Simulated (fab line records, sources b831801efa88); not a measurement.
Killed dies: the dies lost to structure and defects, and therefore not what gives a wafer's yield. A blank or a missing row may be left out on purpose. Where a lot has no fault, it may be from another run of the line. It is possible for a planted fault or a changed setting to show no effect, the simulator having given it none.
Which of the tools did it? | flow sky130 | Sampling: 13 lots, 38 wafers, 4 of 708 route steps

WHAT THE GAUGES READ, wafer by wafer
SKY_METAL5_THK_MEAS_06: measures by xrf.
lot  | measured     | on            | METAL5_ALCU_THK (nm)
L917 | day 43 12:36 | film-metro-02 | 1152 1151 1149
L919 | day 43 22:08 | film-metro-02 | 1179 1182 1157
L920 | day 44 00:58 | film-metro-02 | 1174 1190 1158
L921 | day 44 11:09 | film-metro-02 | 1156 1181 1177
L923 | day 44 22:47 | film-metro-03 | 1146 1140 1134
L924 | day 45 01:54 | film-metro-04 | 1174 1177 1149
L925 | day 45 10:16 | film-metro-03 | 1156 1160 1145
L926 | day 45 16:51 | film-metro-03 | 1162 1151 1152
L927 | day 46 00:23 | film-metro-04 | 1179 1160 1169
L928 | day 46 11:02 | film-metro-03 | 1170 1164 1183
L935 | day 48 02:18 | film-metro-03 | 1151 1157 1158
L937 | day 48 09:19 | film-metro-03 | 1151 1140
L938 | day 48 13:59 | film-metro-04 | 1184 1171 1189

WHAT TOOL EACH LOT RAN ON (gives the tool, then ch and the chambers of the sampled wafers, and finally the start)
lot  | SKY_VIA3_CLEAN_18               | SKY_METAL4_SPUTTER_04        | SKY_METAL5_SPUTTER_01
L917 | wet-bench-03 ch 2, day 40 08:17 | pvd-sputter-03, day 40 09:13 | pvd-sputter-02, day 43 12:19
L919 | wet-bench-02 ch 1, day 40 18:28 | pvd-sputter-01, day 40 19:49 | pvd-sputter-04, day 43 21:52
L920 | wet-bench-03 ch 3, day 40 20:44 | pvd-sputter-04, day 40 21:40 | pvd-sputter-04, day 44 00:41
L921 | wet-bench-04 ch 2, day 41 07:58 | pvd-sputter-01, day 41 08:56 | pvd-sputter-04, day 44 10:53
L923 | wet-bench-04 ch 2, day 41 21:07 | pvd-sputter-01, day 41 22:02 | pvd-sputter-04, day 44 22:31
L924 | wet-bench-03 ch 3, day 41 23:47 | pvd-sputter-03, day 42 00:43 | pvd-sputter-04, day 45 01:38
L925 | wet-bench-04 ch 3, day 42 10:23 | pvd-sputter-04, day 42 11:20 | pvd-sputter-02, day 45 10:00
L926 | wet-bench-04 ch 2, day 42 16:52 | pvd-sputter-01, day 42 17:50 | pvd-sputter-02, day 45 16:33
L927 | wet-bench-04 ch 3, day 43 00:13 | pvd-sputter-01, day 43 01:10 | pvd-sputter-01, day 46 00:08
L928 | wet-bench-04 ch 2, day 43 13:26 | pvd-sputter-03, day 43 14:22 | pvd-sputter-02, day 46 10:45
L935 | wet-bench-03 ch 1, day 45 08:07 | pvd-sputter-04, day 45 09:02 | pvd-sputter-01, day 48 02:01
L937 | wet-bench-03 ch 3, day 45 16:04 | pvd-sputter-03, day 45 16:59 | pvd-sputter-04, day 48 09:01
L938 | wet-bench-03 ch 1, day 45 21:38 | pvd-sputter-01, day 45 22:34 | pvd-sputter-04, day 48 13:43
- SKY_VIA3_CLEAN_18: cleans in IPA, time 180 s.
- SKY_METAL4_SPUTTER_04: material TiN, target thk 70 nm, time 58.3 s.
- SKY_METAL5_SPUTTER_01: material TiN, target thk 20 nm, time 16.7 s.

AS READ BY THE TOOLS THEMSELVES (means over the sampled wafers that have a number; for cases with no such wafer, the mark the record gives instead)
SKY_VIA3_CLEAN_18.
lot  | tool         | bath-heat-duty-pct (%)
L917 | wet-bench-03 | 6.3
L919 | wet-bench-02 | 5.7
L920 | wet-bench-03 | 6.2
L921 | wet-bench-04 | 6.0
L923 | wet-bench-04 | 6.3
L924 | wet-bench-03 | 6.6
L925 | wet-bench-04 | 5.6
L926 | wet-bench-04 | 6.8
L927 | wet-bench-04 | 5.6
L928 | wet-bench-04 | 6.7
L935 | wet-bench-03 | 4.6
L937 | wet-bench-03 | 6.0
L938 | wet-bench-03 | 5.6

SKY_METAL4_SPUTTER_04.
lot  | tool           | throttle-valve-pct (%)
L917 | pvd-sputter-03 | 30.7
L919 | pvd-sputter-01 | 29.4
L920 | pvd-sputter-04 | 30.3
L921 | pvd-sputter-01 | 29.2
L923 | pvd-sputter-01 | 29.8
L924 | pvd-sputter-03 | 30.4
L925 | pvd-sputter-04 | 30.6
L926 | pvd-sputter-01 | 30.1
L927 | pvd-sputter-01 | 29.3
L928 | pvd-sputter-03 | 30.5
L935 | pvd-sputter-04 | 30.7
L937 | pvd-sputter-03 | 30.4
L938 | pvd-sputter-01 | 29.2

SKY_METAL5_SPUTTER_01.
lot  | tool           | throttle-valve-pct (%)
L917 | pvd-sputter-02 | 28.8
L919 | pvd-sputter-04 | 30.0
L920 | pvd-sputter-04 | 30.4
L921 | pvd-sputter-04 | 30.6
L923 | pvd-sputter-04 | 30.3
L924 | pvd-sputter-04 | 30.3
L925 | pvd-sputter-02 | 29.6
L926 | pvd-sputter-02 | 28.1
L927 | pvd-sputter-01 | 29.4
L928 | pvd-sputter-02 | 29.0
L935 | pvd-sputter-01 | 29.9
L937 | pvd-sputter-04 | 30.2
L938 | pvd-sputter-04 | 30.0

THE ANSWER, worked out from the rows above alone
Rule: the lots themselves supply what counts as usual. The widest of any qualifying gaps counts: lots, ordered by their means at a reading, are off when they make up no more than a third of the lots, leave a main group of 4 or more, and stand apart from it by 3 or more times the standard deviation of that group's means. Not used: any main group whose means are identical at the precision the tables above print for the reading. Also off: a lot with no number at a reading for which 4 or more lots have one. All remaining lots with rows at the step are treated as sound. After the gauges, taken in route order, come the tools' own readings; for these a lot's mean is taken, as printed above. The first step at which some lot is off is used, and at that step the reading that is off furthest; a lot without a number counts as furthest.
Nothing can be told from this: no lot is off at any reading shown.

WHAT WAS PUT IN BY THE SIMULATOR
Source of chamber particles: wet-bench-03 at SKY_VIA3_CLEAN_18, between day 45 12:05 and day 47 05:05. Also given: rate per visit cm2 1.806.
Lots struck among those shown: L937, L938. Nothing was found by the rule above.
